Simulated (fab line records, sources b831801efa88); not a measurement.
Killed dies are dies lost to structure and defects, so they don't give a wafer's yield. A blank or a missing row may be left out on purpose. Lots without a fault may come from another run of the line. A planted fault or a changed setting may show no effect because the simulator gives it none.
fab line records | flow sky130
record lots=12 wafers=36 last_day=50
route steps=708 shown GATE_OXIDE@198 VIA1@482 METAL2@499 METAL3@532
lots that met no fault: from a run of the same line without faults
start_h: hours from the record's first day to the start of the lot's first wafer shown | wait_h: hours since the lot's step before | " the same as in the row above | L1.1+2: a row that stands for several wafers | - no value, or no start given | * or withheld: withheld | < > ~ a bound
route shown NAME@n: a module of which the file shows steps, and the number in the route of the first | usual: mean/standard deviation of fault-free wafers | same: alike in all rows | chamber/n: place in a boat | sites: the reading at each site | _std_site: their standard deviation | _edge_site: outer sites' mean less inner sites' | radius_mm: how far each site lies from the wafer's centre | mask NAME#n: copy n | behind: the tool/chamber that last shaped the wafer | hold: why the lot was held/for how many hours/how that ended | device: the transistor (n, p or np) that didn't switch | end of line: the same wafers' tests at the end of the route | a step without rows: its recipe alone | killed: dies lost to structure and defects at the first sort, not the wafer's yield | map: a wafer's dies, x killed, . not, _ none there
set.NAME: the setting as run; set.NAME@STEP: as run at that earlier step | model.NAME: the simulator's own value behind a step, which no gauge read
steps of the route over a sample of lots; a table a step, a row a wafer
services: from which hour (start_h, from the record's first day; less than 0 if before it) a tool's chamber was out of use, for how many hours, and why
## steps
# step SKY_GATE_OXIDE_IMPLANT_11
# recipe species=B energy_kev=10 dose_cm2=2.6e+12 tilt_deg=withheld
# usual dose_ions_cm2=2.6e+12/3e+09 faraday_current_uA=14.69/0.3
# columns lot.wafer tool chamber start_h wait_h dose_ions_cm2 faraday_current_uA
L146.2 implanter-03 0 303.82 0.0 2.596e+12 14.75
L146.4 " 0 " " 2.601e+12 14.94
L146.5 " 0 " " 2.6e+12 14.54
L147.1 implanter-01 0 315.90 0.0 2.598e+12 14.29
L147.2 " 0 " " 2.604e+12 14.42
L147.3 " 0 " " 2.6e+12 14.94
L148.1 implanter-02 0 320.79 0.0 2.601e+12 14.11
L148.5 " 0 " " 2.603e+12 14.85
L148.6 " 0 " " 2.603e+12 14.10
L149.1 implanter-02 0 325.64 0.0 2.604e+12 15.04
L149.2 " 0 " " 2.6e+12 14.78
L149.5 " 0 " " 2.603e+12 14.79
L150.3 implanter-01 0 342.14 0.1 2.601e+12 14.20
L150.5 " 0 " " 2.598e+12 14.43
L150.6 " 0 " " 2.601e+12 14.62
L157.2 implanter-03 0 420.16 0.0 3.707e+12 21.19
L157.3 " 0 " " 3.71e+12 20.49
L157.6 " 0 " " 3.705e+12 21.52
L158.1 implanter-03 0 420.70 0.0 3.712e+12 20.79
L158.3 " 0 " " 3.711e+12 21.04
L158.5 " 0 " " 3.708e+12 20.83
L163.2 implanter-01 0 458.06 0.0 2.603e+12 14.70
L163.4 " 0 " " 2.601e+12 14.65
L163.5 " 0 " " 2.606e+12 14.74
L166.3 implanter-02 0 484.14 0.1 2.601e+12 14.40
L166.4 " 0 " " 2.601e+12 14.50
L166.6 " 0 " " 2.6e+12 14.92
L167.1 implanter-02 0 492.59 0.0 2.594e+12 14.13
L167.2 " 0 " " 2.598e+12 15.05
L167.3 " 0 " " 2.594e+12 15.29
L168.2 implanter-02 0 499.51 0.0 2.602e+12 14.71
L168.3 " 0 " " 2.603e+12 14.37
L168.4 " 0 " " 2.607e+12 14.98
L169.2 implanter-02 0 506.81 0.0 2.604e+12 14.72
L169.5 " 0 " " 2.597e+12 14.90
L169.6 " 0 " " 2.604e+12 15.01
# step SKY_GATE_OXIDE_TW_MEAS_14
# usual GATE_OXIDE_TW=224.6/1.1
# columns lot.wafer tool chamber start_h wait_h GATE_OXIDE_TW
L146.2 film_metro-02 - 304.16 0.1 225.2
L146.4 " - " " 226.8
L146.5 " - " " 224.6
L147.1 film_metro-01 - 316.25 0.1 223.7
L147.2 " - " " 223.4
L147.3 " - " " 223.3
L148.1 film_metro-02 - 321.14 0.1 225.4
L148.5 " - " " 225.8
L148.6 " - " " 225.4
L149.1 film_metro-04 - 325.99 0.1 226.0
L149.2 " - " " 225.8
L149.5 " - " " 226.5
L150.3 film_metro-02 - 342.50 0.1 222.5
L150.5 " - " " 222.6
L150.6 " - " " 222.8
L157.2 film_metro-01 - 420.51 0.1 249.6
L157.3 " - " " 248.0
L157.6 " - " " 249.2
L158.1 film_metro-04 - 421.06 0.1 250.0
L158.3 " - " " 248.3
L158.5 " - " " 248.8
L163.2 film_metro-02 - 458.50 0.1 224.3
L163.4 " - " " 224.4
L163.5 " - " " 223.9
L166.3 film_metro-01 - 484.46 0.1 224.6
L166.4 " - " " 224.8
L166.6 " - " " 225.1
L167.1 film_metro-02 - 493.05 0.1 224.3
L167.2 " - " " 224.1
L167.3 " - " " 224.2
L168.2 film_metro-02 - 499.85 0.1 223.0
L168.3 " - " " 224.6
L168.4 " - " " 223.4
L169.2 film_metro-04 - 507.15 0.1 225.3
L169.5 " - " " 225.6
L169.6 " - " " 225.3
# step SKY_VIA1_CMP_24
# recipe stop_on=SiO2 t_overpolish_s=15 down_force_psi=3.5 platen_rpm=60 target_thk_nm=0 pad_velocity_m_s=0.94248
# usual motor_current_A=11.0/1.1 overpolish_run_s=15.000/0.0089 slurry_flow_ml_min=150.0/0.46 time_to_endpoint_s=65.8/2.4
# columns lot.wafer tool chamber start_h wait_h motor_current_A overpolish_run_s slurry_flow_ml_min time_to_endpoint_s
L146.2 cmp-02 2 786.96 0.1 11.4 15.004 149.8 67.6
L146.4 " 3 " " 12.4 14.996 149.3 68.2
L146.5 " 1 " " 10.8 14.991 150.1 69.8
L147.3 cmp-02 2 797.22 0.0 10.8 14.996 150.3 64.7
L147.1 " 3 " " 12.3 15.007 149.7 64.8
L147.2 " 0 " " 9.5 15.002 149.9 66.4
L148.1 cmp-01 0 807.62 0.3 10.1 15.016 149.8 67.8
L148.5 " 0 " " 10.0 14.994 150.2 68.7
L148.6 " 1 " " 10.5 15.000 149.6 69.6
L149.2 cmp-01 0 809.41 0.1 10.5 15.002 150.6 71.5
L149.1 " 1 " " 10.9 14.986 149.7 68.1
L149.5 " 0 " " 10.4 15.003 150.6 69.2
L150.3 cmp-02 1 825.90 0.1 11.2 14.992 149.7 64.2
L150.5 " 3 " " 12.6 14.990 150.4 68.6
L150.6 " 0 " " 8.8 15.012 149.4 63.2
L157.3 cmp-02 1 896.63 0.1 10.4 14.993 150.0 61.7
L157.2 " 2 " " 11.1 15.011 151.6 62.1
L157.6 " 1 " " 11.1 15.010 150.1 63.1
L158.3 cmp-02 0 900.27 0.1 9.2 15.020 150.2 66.9
L158.1 " 1 " " 10.7 14.990 149.5 67.7
L158.5 " 3 " " 12.1 15.004 150.2 68.4
L163.4 cmp-01 1 923.59 0.1 11.5 14.980 148.7 71.2
L163.2 " 3 " " 12.0 15.009 149.3 69.5
L163.5 " 0 " " 10.9 15.009 149.1 72.8
L166.3 cmp-01 3 949.34 0.0 11.1 15.015 150.4 66.2
L166.4 " 2 " " 12.6 15.004 150.4 65.4
L166.6 " 3 " " 11.7 14.998 150.6 65.7
L167.1 cmp-01 0 953.53 0.1 9.6 15.007 149.9 67.2
L167.2 " 2 " " 13.0 14.994 149.0 64.4
L167.3 " 3 " " 11.5 15.003 149.6 64.4
L168.4 cmp-02 1 960.47 0.2 11.0 15.009 150.0 66.3
L168.3 " 3 " " 12.5 15.003 149.1 68.2
L168.2 " 0 " " 8.9 15.004 150.6 65.5
L169.2 cmp-02 1 961.62 0.0 10.8 15.005 149.6 68.6
L169.6 " 1 " " 11.0 15.013 149.3 66.8
L169.5 " 2 " " 11.1 15.000 150.0 66.2
# step SKY_METAL2_OVL_MEAS_16
# usual METAL2_OVL=0/5.8
# columns lot.wafer tool chamber start_h wait_h METAL2_OVL[nm]
L146.2 overlay-02 - 813.93 0.1 -10
L146.4 " - " " -12
L146.5 " - " " -4
L147.1 overlay-01 - 824.47 0.1 -1
L147.2 " - " " 2
L147.3 " - " " -1
L148.1 overlay-01 - 833.97 0.1 -1
L148.5 " - " " 0
L148.6 " - " " 4
L149.1 overlay-01 - 835.62 0.1 0
L149.2 " - " " 6
L149.5 " - " " 6
L150.3 overlay-01 - 853.03 0.1 -4
L150.5 " - " " -5
L150.6 " - " " 2
L157.2 overlay-02 - 922.38 0.1 -9
L157.3 " - " " -5
L157.6 " - " " -6
L158.1 overlay-02 - 925.82 0.1 -6
L158.3 " - " " -4
L158.5 " - " " -2
L163.2 overlay-02 - 948.08 0.1 7
L163.4 " - " " 10
L163.5 " - " " 6
L166.3 overlay-01 - 973.78 0.1 7
L166.4 " - " " 8
L166.6 " - " " 10
L167.1 overlay-01 - 978.77 0.1 6
L167.2 " - " " 6
L167.3 " - " " 6
L168.2 overlay-02 - 984.33 0.1 1
L168.3 " - " " 5
L168.4 " - " " 5
L169.2 overlay-02 - 986.08 0.1 -7
L169.5 " - " " -2
L169.6 " - " " 0
# step SKY_METAL3_SPUTTER_00
# recipe material=Ti target_thk_nm=15 power_w=3000 time_s=10 chamber_pressure_pa=0.4
# usual throttle_valve_pct=30.3/0.7
# columns lot.wafer tool chamber start_h wait_h throttle_valve_pct
L146.2 pvd_sputter-01 - 843.11 0.1 29.2
L146.4 " - " " 30.9
L146.5 " - " " 31.0
L147.1 pvd_sputter-01 - 854.79 0.1 30.8
L147.2 " - " " 29.9
L147.3 " - " " 31.0
L148.1 pvd_sputter-03 - 862.38 0.2 30.3
L148.5 " - " " 29.2
L148.6 " - " " 30.9
L149.1 pvd_sputter-03 - 865.06 0.1 30.6
L149.2 " - " " 30.9
L149.5 " - " " 30.1
L150.3 pvd_sputter-01 - 881.91 0.2 31.0
L150.5 " - " " 29.2
L150.6 " - " " 31.1
L157.2 pvd_sputter-03 - 950.19 0.1 29.4
L157.3 " - " " 30.3
L157.6 " - " " 30.4
L158.1 pvd_sputter-03 - 953.07 0.1 31.1
L158.3 " - " " 30.1
L158.5 " - " " 30.2
L163.2 pvd_sputter-03 - 974.86 0.1 29.2
L163.4 " - " " 30.6
L163.5 " - " " 30.5
L166.3 pvd_sputter-03 - 1000.11 0.1 29.1
L166.4 " - " " 30.9
L166.6 " - " " 30.3
L167.1 pvd_sputter-03 - 1005.60 0.2 31.3
L167.2 " - " " 30.1
L167.3 " - " " 28.9
L168.2 pvd_sputter-02 - 1011.58 0.1 30.8
L168.3 " - " " 30.9
L168.4 " - " " 29.7
L169.2 pvd_sputter-02 - 1011.95 0.1 29.4
L169.5 " - " " 30.8
L169.6 " - " " 30.8
## services
# columns tool chamber start_h hours kind
implanter-02 - 294.15 15.6 repair
implanter-02 - 384.00 1.2 repair
cmp-02 - 420.27 0.8 repair
pvd_sputter-03 - 435.86 1.6 repair
pvd_sputter-03 - 548.95 2.1 repair
cmp-02 - 557.45 5.6 pm
cmp-02 - 572.00 4.0 pm
implanter-02 - 616.72 3.9 pm
cmp-02 - 618.31 1.7 repair
pvd_sputter-03 - 620.96 12.2 repair
implanter-02 - 631.39 1.4 repair
cmp-02 - 646.00 10.2 pm
pvd_sputter-03 - 649.45 2.1 repair
pvd_sputter-03 - 657.82 1.9 repair
pvd_sputter-03 - 676.66 3.6 repair
cmp-02 - 734.00 0.3 repair
cmp-02 - 766.55 1.9 repair
cmp-02 - 806.96 1.1 repair
pvd_sputter-03 - 875.78 9.2 repair
cmp-02 - 902.09 2.6 repair
pvd_sputter-03 - 906.00 1.7 repair
cmp-02 - 912.00 4.0 pm
pvd_sputter-03 - 926.15 2.6 repair
pvd_sputter-03 - 975.28 2.0 repair
## key
first_sign step=SKY_GATE_OXIDE_IMPLANT_11 reading=dose_ions_cm2 direction=up sigmas=99+ usual=* struck=*
effect step=SKY_GATE_OXIDE_IMPLANT_11 reading=faraday_current_uA direction=up sigmas=21 usual=14.69 struck=20.98
effect step=SKY_GATE_OXIDE_TW_MEAS_14 reading=GATE_OXIDE_TW direction=up sigmas=22 usual=224.6 struck=249.0
met_at SKY_GATE_OXIDE_IMPLANT_11
struck_lots L157,L158
tester_left_out L157,L158
not_acting_at SKY_VIA1_CMP_24,SKY_METAL2_OVL_MEAS_16,SKY_METAL3_SPUTTER_00
onset_between 303.82 420.16
fault kind=process_parameter_drift tool=implanter-03 chamber=- onset_h=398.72 steps=SKY_GATE_OXIDE_IMPLANT_11 channel=dose_cm2 offset=* shape=step end_h=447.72 acts_in=* stated=*
# tester_left_out: of these lots the tester's yield and bins aren't shown, on N5 and GAA mostly nor the transistor test; their killed dies are dies lost to structure and defects alone, not to doping, threshold or leakage, so they don't give the yield
